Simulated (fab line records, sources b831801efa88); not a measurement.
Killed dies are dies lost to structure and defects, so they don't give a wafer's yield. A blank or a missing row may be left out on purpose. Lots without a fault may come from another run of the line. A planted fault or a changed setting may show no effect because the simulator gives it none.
fab line records | flow gf180mcu
record lots=24 wafers=72 last_day=34
route steps=602 shown M3@426 V4@479 MIM@512 V5@558
lots that met no fault: from a run of the same line without faults
start_h: hours from the record's first day to the start of the lot's first wafer shown | wait_h: hours since the lot's step before | " the same as in the row above | L1.1+2: a row that stands for several wafers | - no value, or no start given | * or withheld: withheld | < > ~ a bound
route shown NAME@n: a module of which the file shows steps, and the number in the route of the first | usual: mean/standard deviation of fault-free wafers | same: alike in all rows | chamber/n: place in a boat | sites: the reading at each site | _std_site: their standard deviation | _edge_site: outer sites' mean less inner sites' | radius_mm: how far each site lies from the wafer's centre | mask NAME#n: copy n | behind: the tool/chamber that last shaped the wafer | hold: why the lot was held/for how many hours/how that ended | device: the transistor (n, p or np) that didn't switch | end of line: the same wafers' tests at the end of the route | a step without rows: its recipe alone | killed: dies lost to structure and defects at the first sort, not the wafer's yield | map: a wafer's dies, x killed, . not, _ none there
set.NAME: the setting as run; set.NAME@STEP: as run at that earlier step | model.NAME: the simulator's own value behind a step, which no gauge read
steps of the route over a sample of lots; a table a step, a row a wafer
services: from which hour (start_h, from the record's first day; less than 0 if before it) a tool's chamber was out of use, for how many hours, and why
## steps
# step GF_M3_STRIP_17
# recipe chemistry=O2/N2 power_w=1400 pressure_mtorr=1500 platen_temp_c=250 o2_flow_sccm=3000 n2_flow_sccm=300 overash_fraction=0.5
# usual drypump_motor_current_A=5.4/0.38 heater_power_w=305/22 oes_product_au=0.558/0.0046 strip_time_to_endpoint_s=7.89/0.047
# columns lot.wafer tool chamber start_h wait_h drypump_motor_current_A heater_power_w oes_product_au rf_hours_counter_h strip_time_to_endpoint_s
L074.2 plasma_asher-01 0 491.91 0.1 6.1 289 0.560 76 7.84
L074.3 " 1 " " 6.2 326 0.559 - 7.87
L074.4 " 0 " " 6.1 298 0.562 - 7.82
L075.3 plasma_asher-02 1 501.21 0.2 5.3 304 0.554 - 7.81
L075.5 " 0 " " 5.1 281 0.554 - 7.83
L075.6 " 1 " " 5.3 291 0.552 - 7.85
L076.2 plasma_asher-02 1 508.99 0.1 5.3 297 0.559 43 7.87
L076.4 " 1 " " 5.3 296 0.558 - 7.88
L076.5 " 0 " " 5.1 293 0.561 - 7.89
L077.2 plasma_asher-04 0 516.39 0.1 5.8 363 0.553 10 7.87
L077.3 " 0 " " 5.8 356 0.556 - 7.85
L077.6 " 0 " " 5.8 355 0.542 - 7.84
L078.3 plasma_asher-01 0 529.27 0.1 6.1 295 0.567 - 7.91
L078.4 " 1 " " 6.2 333 0.559 - 7.87
L078.6 " 1 " " 6.2 334 0.558 - 7.92
L079.2 plasma_asher-02 0 538.79 0.1 5.1 289 0.557 47 7.85
L079.3 " 0 " " 5.1 288 0.559 - 7.88
L079.5 " 0 " " 5.1 289 0.553 - 7.81
L080.3 plasma_asher-04 1 544.58 0.1 5.7 316 0.553 - 7.83
L080.4 " 0 " " 5.8 351 0.558 - 7.83
L080.6 " 1 " " 5.7 313 0.557 - 7.83
L081.2 plasma_asher-02 0 548.14 0.1 5.1 287 0.558 48 7.85
L081.3 " 0 " " 5.1 289 0.548 - 7.87
L081.4 " 1 " " 5.3 289 0.561 - 7.97
L082.1 plasma_asher-02 1 561.35 0.1 5.2 304 0.555 49 7.92
L082.2 " 0 " " 5.1 287 0.557 49 7.91
L082.6 " 1 " " 5.3 297 0.556 - 7.93
L083.2 plasma_asher-02 1 571.44 0.1 5.3 296 0.555 51 7.95
L083.5 " 0 " " 5.1 294 0.559 - 7.87
L083.6 " 1 " " 5.3 304 0.558 - 7.93
L084.2 plasma_asher-04 1 578.35 0.1 5.7 307 0.559 17 7.89
L084.5 " 1 " " 5.7 305 0.553 - 7.90
L084.6 " 0 " " 5.8 359 0.562 - 7.88
L085.1 plasma_asher-04 0 590.68 0.2 5.8 353 0.557 19 7.92
L085.2 " 1 " " 5.7 309 0.556 19 7.92
L085.6 " 1 " " 5.7 312 0.553 - 7.89
L086.1 plasma_asher-02 1 592.41 0.2 5.3 298 0.557 53 7.96
L086.4 " 1 " " 5.3 294 0.557 - 7.94
L086.6 " 0 " " 5.1 287 0.562 - 7.92
L087.1 plasma_asher-02 1 602.00 0.2 5.3 297 0.561 54 7.95
L087.4 " 1 " " 5.3 298 0.560 - 7.91
L087.5 " 0 " " 5.1 289 0.561 - 7.96
L088.2 plasma_asher-02 0 613.94 0.1 5.1 290 0.565 55 7.95
L088.4 " 1 " " 5.3 297 0.558 - 7.91
L088.6 " 1 " " 5.3 297 0.556 - 7.91
L089.1 plasma_asher-01 0 614.57 0.1 6.1 292 0.555 87 7.83
L089.3 " 0 " " 6.1 301 0.547 - 7.84
L089.4 " 1 " " 6.1 336 0.552 - 7.85
L090.1 plasma_asher-02 1 625.84 0.1 5.3 304 0.561 57 7.95
L090.3 " 1 " " 5.3 301 0.568 - 7.92
L090.6 " 0 " " 5.1 286 0.560 - 7.98
L091.2 plasma_asher-02 0 629.64 0.1 5.1 283 0.557 57 7.90
L091.3 " 0 " " 5.1 296 0.553 - 7.93
L091.5 " 1 " " 5.3 292 0.563 - 7.90
L092.1 plasma_asher-04 1 641.99 0.1 5.7 302 0.560 25 7.88
L092.4 " 0 " " 5.8 363 0.559 - 7.91
L092.5 " 1 " " 5.7 311 0.557 - 7.90
L093.1 plasma_asher-02 0 643.24 0.1 5.0 286 0.555 59 7.88
L093.3 " 1 " " 5.3 299 0.565 - 7.87
L093.5 " 0 " " 5.1 297 0.558 - 7.88
L094.1 plasma_asher-02 0 650.14 0.1 5.1 289 0.557 60 7.86
L094.3 " 1 " " 5.3 300 0.561 - 7.95
L094.5 " 0 " " 5.1 292 0.564 - 7.94
L095.1 plasma_asher-02 0 659.24 0.1 5.1 284 0.559 61 7.93
L095.2 " 1 " " 5.3 295 0.561 61 7.90
L095.6 " 0 " " 5.1 292 0.567 - 7.90
L096.1 plasma_asher-01 1 660.30 0.2 6.1 331 0.567 92 7.90
L096.3 " 0 " " 6.1 297 0.557 - 7.85
L096.6 " 0 " " 6.1 286 0.570 - 7.89
L097.1 plasma_asher-02 1 671.29 0.1 5.3 295 0.553 62 7.85
L097.2 " 0 " " 5.1 287 0.547 62 7.80
L097.4 " 0 " " 5.1 283 0.553 - 7.79
# step GF_V4_THK_MEAS_03
# recipe reads=SiO2_of_V4_CVD_02
# usual V4_CVD_02_THK=850/11
# columns lot.wafer tool chamber start_h wait_h V4_CVD_02_THK[nm]
L074.2 film_metro-03 - 542.65 0.0 843
L074.3 " - " " 843
L074.4 " - " " 857
L075.3 film_metro-01 - 551.62 0.1 845
L075.5 " - " " 859
L075.6 " - " " 850
L076.2 film_metro-03 - 558.09 0.0 837
L076.4 " - " " 850
L076.5 " - " " 842
L077.2 film_metro-03 - 566.05 0.0 857
L077.3 " - " " 847
L077.6 " - " " 857
L078.3 film_metro-03 - 578.85 0.1 831
L078.4 " - " " 856
L078.6 " - " " 848
L079.2 film_metro-01 - 587.24 0.0 839
L079.3 " - " " 843
L079.5 " - " " 863
L080.3 film_metro-04 - 591.79 0.1 845
L080.4 " - " " 868
L080.6 " - " " 859
L081.2 film_metro-03 - 596.16 0.0 834
L081.3 " - " " 839
L081.4 " - " " 860
L082.1 film_metro-03 - 607.01 0.0 844
L082.2 " - " " 835
L082.6 " - " " 854
L083.2 film_metro-03 - 619.16 0.0 831
L083.5 " - " " 856
L083.6 " - " " 854
L084.2 film_metro-04 - 624.13 0.0 846
L084.5 " - " " 872
L084.6 " - " " 869
L085.1 film_metro-01 - 636.07 0.1 835
L085.2 " - " " 846
L085.6 " - " " 859
L086.1 film_metro-01 - 638.31 0.0 846
L086.4 " - " " 862
L086.6 " - " " 856
L087.1 film_metro-01 - 646.53 0.0 841
L087.4 " - " " 850
L087.5 " - " " 855
L088.2 film_metro-04 - 658.33 0.0 849
L088.4 " - " " 861
L088.6 " - " " 844
L089.1 film_metro-03 - 658.57 0.0 843
L089.3 " - " " 848
L089.4 " - " " 854
L090.1 film_metro-01 - 669.17 0.0 834
L090.3 " - " " 836
L090.6 " - " " 855
L091.2 film_metro-03 - 673.37 0.0 860
L091.3 " - " " 854
L091.5 " - " " 876
L092.1 film_metro-03 - 685.65 0.1 850
L092.4 " - " " 850
L092.5 " - " " 847
L093.1 film_metro-03 - 687.00 0.0 847
L093.3 " - " " 849
L093.5 " - " " 875
L094.1 film_metro-04 - 693.18 0.0 841
L094.3 " - " " 849
L094.5 " - " " 857
L095.1 film_metro-03 - 701.43 0.0 849
L095.2 " - " " 834
L095.6 " - " " 853
L096.1 film_metro-04 - 703.13 0.0 853
L096.3 " - " " 833
L096.6 " - " " 849
L097.1 film_metro-01 - 711.95 0.0 847
L097.2 " - " " 846
L097.4 " - " " 864
# step GF_V4_THK_MEAS_25
# recipe thk_meas_gauge=xrf reads=W_of_V4_CVD_23
# usual V4_W_THK=351/4.2
# columns lot.wafer tool chamber start_h wait_h V4_W_THK[nm]
L074.2 film_metro-01 - 566.43 0.1 347
L074.3 " - " " 346
L074.4 " - " " 351
L075.3 film_metro-01 - 575.05 0.1 349
L075.5 " - " " 350
L075.6 " - " " 346
L076.2 film_metro-04 - 581.14 0.1 354
L076.4 " - " " 354
L076.5 " - " " 352
L077.2 film_metro-04 - 589.49 0.1 350
L077.3 " - " " 356
L077.6 " - " " 355
L078.3 film_metro-04 - 601.09 0.1 347
L078.4 " - " " 343
L078.6 " - " " 347
L079.2 film_metro-01 - 609.93 0.1 342
L079.3 " - " " 343
L079.5 " - " " 349
L080.3 film_metro-04 - 614.47 0.1 351
L080.4 " - " " 353
L080.6 " - " " 355
L081.2 film_metro-04 - 618.30 0.1 353
L081.3 " - " " 347
L081.4 " - " " 350
L082.1 film_metro-03 - 629.02 0.1 347
L082.2 " - " " 352
L082.6 " - " " 355
L083.2 film_metro-01 - 640.83 0.1 342
L083.5 " - " " 346
L083.6 " - " " 344
L084.2 film_metro-04 - 645.98 0.1 356
L084.5 " - " " 357
L084.6 " - " " 353
L085.1 film_metro-03 - 657.62 0.1 349
L085.2 " - " " 354
L085.6 " - " " 352
L086.1 film_metro-01 - 659.41 0.1 347
L086.4 " - " " 348
L086.6 " - " " 348
L087.1 film_metro-01 - 667.01 0.1 349
L087.4 " - " " 350
L087.5 " - " " 345
L089.1 film_metro-03 - 680.06 0.1 351
L089.3 " - " " 350
L089.4 " - " " 350
L088.2 film_metro-01 - 680.12 0.1 349
L088.4 " - " " 349
L088.6 " - " " 351
L090.1 film_metro-04 - 689.29 0.1 355
L090.3 " - " " 354
L090.6 " - " " 356
L091.2 film_metro-01 - 694.26 0.1 352
L091.3 " - " " 348
L091.5 " - " " 349
L092.1 film_metro-03 - 705.44 0.1 353
L092.4 " - " " 347
L092.5 " - " " 352
L093.1 film_metro-01 - 707.24 0.1 351
L093.3 " - " " 359
L093.5 " - " " 353
L094.1 film_metro-04 - 713.07 0.1 358
L094.3 " - " " 353
L094.5 " - " " 359
L095.1 film_metro-01 - 721.23 0.1 351
L095.2 " - " " 351
L095.6 " - " " 349
L096.1 film_metro-04 - 722.98 0.1 353
L096.3 " - " " 349
L096.6 " - " " 349
L097.1 film_metro-03 - 731.45 0.1 360
L097.2 " - " " 348
L097.4 " - " " 360
# step GF_MIM_SPUTTER_09
# recipe material=TiN target_thk_nm=35 power_w=6500 time_s=29.2 chamber_pressure_pa=0.4
# usual throttle_valve_pct=30.5/1.3
# columns lot.wafer tool chamber start_h wait_h throttle_valve_pct
L074.2 pvd_sputter-04 - 567.16 0.0 31.2
L074.3 " - " " 30.0
L074.4 " - " " 32.1
L075.3 pvd_sputter-02 - 575.86 0.0 28.9
L075.5 " - " " 28.9
L075.6 " - " " 32.2
L076.2 pvd_sputter-02 - 581.95 0.0 29.2
L076.4 " - " " 30.8
L076.5 " - " " 31.3
L077.2 pvd_sputter-04 - 590.22 0.0 30.3
L077.3 " - " " 32.2
L077.6 " - " " 30.3
L078.3 pvd_sputter-04 - 601.81 0.0 32.0
L078.4 " - " " 31.1
L078.6 " - " " 32.1
L079.2 pvd_sputter-02 - 610.66 0.0 30.6
L079.3 " - " " 31.2
L079.5 " - " " 31.1
L080.3 pvd_sputter-04 - 615.19 0.0 30.2
L080.4 " - " " 31.1
L080.6 " - " " 30.5
L081.2 pvd_sputter-04 - 619.03 0.0 30.2
L081.3 " - " " 31.3
L081.4 " - " " 32.1
L082.1 pvd_sputter-01 - 629.76 0.0 30.6
L082.2 " - " " 30.5
L082.6 " - " " 30.6
L083.2 pvd_sputter-02 - 641.56 0.0 32.2
L083.5 " - " " 32.3
L083.6 " - " " 28.9
L084.2 pvd_sputter-02 - 646.71 0.0 31.4
L084.5 " - " " 32.2
L084.6 " - " " 31.1
L085.1 pvd_sputter-04 - 658.36 0.0 32.3
L085.2 " - " " 30.3
L085.6 " - " " 30.1
L086.1 pvd_sputter-01 - 660.15 0.0 30.6
L086.4 " - " " 30.8
L086.6 " - " " 31.0
L087.1 pvd_sputter-04 - 667.76 0.0 31.2
L087.4 " - " " 32.6
L087.5 " - " " 27.6
L089.1 pvd_sputter-02 - 680.80 0.0 32.3
L089.3 " - " " 30.7
L089.4 " - " " 28.8
L088.2 pvd_sputter-01 - 681.10 0.0 30.6
L088.4 " - " " 29.7
L088.6 " - " " 29.5
L090.1 pvd_sputter-02 - 690.03 0.0 29.3
L090.3 " - " " 31.0
L090.6 " - " " 32.2
L091.2 pvd_sputter-02 - 694.99 0.0 30.6
L091.3 " - " " 29.1
L091.5 " - " " 32.0
L092.1 pvd_sputter-01 - 706.18 0.0 29.3
L092.4 " - " " 30.7
L092.5 " - " " 29.3
L093.1 pvd_sputter-01 - 707.98 0.0 29.5
L093.3 " - " " 31.1
L093.5 " - " " 30.5
L094.1 pvd_sputter-04 - 713.93 0.0 32.1
L094.3 " - " " 30.2
L094.5 " - " " 31.1
L095.1 pvd_sputter-02 - 721.97 0.0 31.1
L095.2 " - " " 30.9
L095.6 " - " " 29.0
L096.1 pvd_sputter-02 - 723.72 0.0 31.4
L096.3 " - " " 30.8
L096.6 " - " " 29.2
L097.1 pvd_sputter-01 - 732.19 0.0 29.3
L097.2 " - " " 30.6
L097.4 " - " " 30.8
# step GF_V5_STRIP_18
# recipe chemistry=O2/N2 power_w=1400 pressure_mtorr=1500 platen_temp_c=250 o2_flow_sccm=3000 n2_flow_sccm=300 overash_fraction=0.5
# usual drypump_motor_current_A=5.8/0.67 heater_power_w=314/21 oes_product_au=0.568/0.0049
# columns lot.wafer tool chamber start_h wait_h drypump_motor_current_A heater_power_w oes_product_au rf_hours_counter_h
L074.2 plasma_asher-01 1 633.04 - 6.1 338 0.582 90
L074.3 " 0 " " 6.1 295 0.572 -
L074.4 " 1 " " 6.1 327 0.575 -
L075.3 plasma_asher-02 0 641.77 - 5.1 289 0.571 -
L075.5 " 0 " " 5.1 286 0.572 -
L075.6 " 1 " " 5.3 303 0.577 -
L076.2 plasma_asher-03 1 645.78 - 4.9 305 0.566 95
L076.4 " 0 " " 6.8 329 0.563 -
L076.5 " 0 " " 6.8 324 0.575 -
L077.2 plasma_asher-01 0 654.58 - 6.1 291 0.560 92
L077.3 " 1 " " 6.2 324 0.573 -
L077.6 " 1 " " 6.2 331 0.564 -
L078.3 plasma_asher-01 0 665.61 - 6.0 288 0.569 -
L078.4 " 1 " " 6.2 334 0.572 -
L078.6 " 0 " " 6.1 293 0.571 -
L079.2 plasma_asher-03 0 673.59 - 6.7 331 0.574 97
L079.3 " 0 " " 6.8 335 0.571 -
L079.5 " 0 " " 6.8 331 0.577 -
L080.3 plasma_asher-01 1 676.69 - 6.1 336 0.561 -
L080.4 " 0 " " 6.0 295 0.566 -
L080.6 " 0 " " 6.1 295 0.570 -
L081.2 plasma_asher-01 1 680.89 - 6.1 329 0.563 95
L081.3 " 0 " " 6.0 292 0.567 -
L081.4 " 1 " " 6.1 337 0.565 -
L082.1 plasma_asher-02 1 690.73 - 5.3 293 0.570 64
L082.2 " 0 " " 5.1 286 0.563 64
L082.6 " 0 " " 5.1 290 0.558 -
L083.2 plasma_asher-03 1 701.83 - 4.9 312 0.564 100
L083.5 " 1 " " 5.0 307 0.568 -
L083.6 " 0 " " 6.8 335 0.570 -
L084.2 plasma_asher-02 1 706.59 - 5.3 304 0.567 65
L084.5 " 1 " " 5.3 304 0.565 -
L084.6 " 0 " " 5.1 285 0.569 -
L085.1 plasma_asher-03 0 717.44 - 6.8 329 0.576 102
L085.2 " 1 " " 4.9 315 0.572 102
L085.6 " 0 " " 6.8 333 0.573 -
L086.1 plasma_asher-03 0 719.34 - 6.7 331 0.561 102
L086.4 " 0 " " 6.8 323 0.561 -
L086.6 " 1 " " 4.9 312 0.576 -
L087.1 plasma_asher-02 1 725.29 - 5.3 299 0.572 67
L087.4 " 1 " " 5.3 295 0.566 -
L087.5 " 1 " " 5.2 294 0.563 -
L089.1 plasma_asher-02 1 737.23 - 5.3 300 0.572 68
L089.3 " 1 " " 5.3 301 0.575 -
L089.4 " 0 " " 5.1 289 0.574 -
L088.2 plasma_asher-01 1 738.33 - 6.2 335 0.565 101
L088.4 " 1 " " 6.2 334 0.565 -
L088.6 " 0 " " 6.1 292 0.572 -
L090.1 plasma_asher-03 0 746.29 - 6.8 357 0.564 0
L090.3 " 1 " " 4.9 313 0.560 -
L090.6 " 0 " " 6.8 343 0.572 -
L091.2 plasma_asher-03 0 750.38 - 6.8 345 0.566 1
L091.3 " 0 " " 6.8 355 0.567 -
L091.5 " 0 " " 6.8 346 0.568 -
L092.1 plasma_asher-01 0 759.49 - 6.0 295 0.568 103
L092.4 " 0 " " 6.1 292 0.566 -
L092.5 " 0 " " 6.1 286 0.571 -
L093.1 plasma_asher-03 1 764.18 - 4.9 316 0.562 2
L093.3 " 0 " " 6.8 347 0.571 -
L093.5 " 0 " " 6.8 356 0.564 -
L094.1 plasma_asher-03 1 768.19 - 4.9 315 0.571 3
L094.3 " 0 " " 6.8 350 0.564 -
L094.5 " 0 " " 6.8 351 0.574 -
L095.1 plasma_asher-01 0 772.23 - 6.0 287 0.571 105
L095.2 " 1 " " 6.1 327 0.573 105
L095.6 " 0 " " 6.1 297 0.573 -
L096.1 plasma_asher-01 1 773.73 - 6.2 320 0.564 105
L096.3 " 0 " " 6.1 296 0.560 -
L096.6 " 1 " " 6.2 329 0.567 -
L097.1 plasma_asher-01 0 783.18 - 6.1 289 0.561 105
L097.2 " 1 " " 6.1 327 0.564 105
L097.4 " 1 " " 6.2 329 0.566 -
# step GF_V5_RS_MEAS_24
# recipe thk_meas_gauge=four-point-probe reads=W_of_V5_CVD_23+TiN_of_V5_SPUTTER_22+Ti_of_V5_SPUTTER_21
# usual V5_W_RS=0.328/0.0037
# columns lot.wafer tool chamber start_h wait_h V5_W_RS[ohm/sq]
L074.2 film_metro-02 - 633.81 0.1 0.324
L074.3 " - " " 0.330
L074.4 " - " " 0.324
L075.3 film_metro-02 - 642.92 0.1 0.332
L075.5 " - " " 0.333
L075.6 " - " " 0.333
L076.2 film_metro-03 - 646.99 0.1 0.327
L076.4 " - " " 0.322
L076.5 " - " " 0.328
L077.2 film_metro-01 - 655.38 0.1 0.327
L077.3 " - " " 0.325
L077.6 " - " " 0.332
L078.3 film_metro-03 - 666.39 0.1 0.331
L078.4 " - " " 0.332
L078.6 " - " " 0.331
L079.2 film_metro-02 - 674.70 0.1 0.329
L079.3 " - " " 0.330
L079.5 " - " " 0.327
L080.3 film_metro-01 - 677.79 0.1 0.328
L080.4 " - " " 0.330
L080.6 " - " " 0.325
L081.2 film_metro-03 - 681.69 0.1 0.324
L081.3 " - " " 0.328
L081.4 " - " " 0.338
L082.1 film_metro-03 - 691.48 0.1 0.331
L082.2 " - " " 0.330
L082.6 " - " " 0.329
L083.2 film_metro-02 - 702.59 0.1 0.331
L083.5 " - " " 0.329
L083.6 " - " " 0.325
L084.2 film_metro-03 - 707.39 0.1 0.328
L084.5 " - " " 0.325
L084.6 " - " " 0.322
L085.1 film_metro-03 - 718.19 0.1 0.322
L085.2 " - " " 0.325
L085.6 " - " " 0.326
L086.1 film_metro-02 - 720.09 0.1 0.330
L086.4 " - " " 0.331
L086.6 " - " " 0.330
L087.1 film_metro-03 - 726.05 0.1 0.332
L087.4 " - " " 0.330
L087.5 " - " " 0.324
L089.1 film_metro-01 - 737.98 0.1 0.328
L089.3 " - " " 0.322
L089.4 " - " " 0.331
L088.2 film_metro-02 - 739.43 0.1 0.326
L088.4 " - " " 0.324
L088.6 " - " " 0.327
L090.1 film_metro-02 - 747.04 0.1 0.334
L090.3 " - " " 0.340
L090.6 " - " " 0.334
L091.2 film_metro-03 - 751.18 0.1 0.323
L091.3 " - " " 0.331
L091.5 " - " " 0.327
L092.1 film_metro-03 - 760.24 0.1 0.327
L092.4 " - " " 0.332
L092.5 " - " " 0.328
L093.1 film_metro-03 - 764.93 0.1 0.330
L093.3 " - " " 0.327
L093.5 " - " " 0.320
L094.1 film_metro-01 - 769.02 0.1 0.331
L094.3 " - " " 0.331
L094.5 " - " " 0.328
L095.1 film_metro-02 - 773.19 0.1 0.328
L095.2 " - " " 0.331
L095.6 " - " " 0.328
L096.1 film_metro-01 - 774.82 0.1 0.324
L096.3 " - " " 0.326
L096.6 " - " " 0.322
L097.1 film_metro-03 - 784.28 0.1 0.329
L097.2 " - " " 0.327
L097.4 " - " " 0.329
## services
# columns tool chamber start_h hours kind
pvd_sputter-01 - 492.98 2.6 repair
plasma_asher-01 - 498.48 28.1 pm
pvd_sputter-02 - 525.37 2.5 repair
plasma_asher-01 - 538.70 0.6 repair
plasma_asher-03 - 559.06 18.1 pm
plasma_asher-04 - 569.61 1.5 repair
plasma_asher-03 - 602.04 1.8 repair
plasma_asher-03 - 603.71 1.0 repair
plasma_asher-03 - 604.69 28.1 pm
plasma_asher-04 - 626.89 0.6 repair
pvd_sputter-02 3 630.62 - consumable_replace:kit
pvd_sputter-02 3 630.62 18.0 scheduled_down
pvd_sputter-02 3 630.62 18.0 vent_cycle
plasma_asher-01 - 640.26 3.1 repair
plasma_asher-03 - 650.66 7.0 repair
plasma_asher-04 - 680.67 1.3 repair
pvd_sputter-04 - 695.28 1.6 repair
pvd_sputter-02 2 723.75 - consumable_replace:kit
pvd_sputter-02 2 723.75 18.0 scheduled_down
pvd_sputter-02 2 723.75 18.0 vent_cycle
plasma_asher-03 - 733.75 9.0 pm
plasma_asher-03 0 733.75 9.0 vent_cycle
plasma_asher-03 1 733.75 9.0 vent_cycle
pvd_sputter-01 - 745.49 12.5 repair
## key
fault none
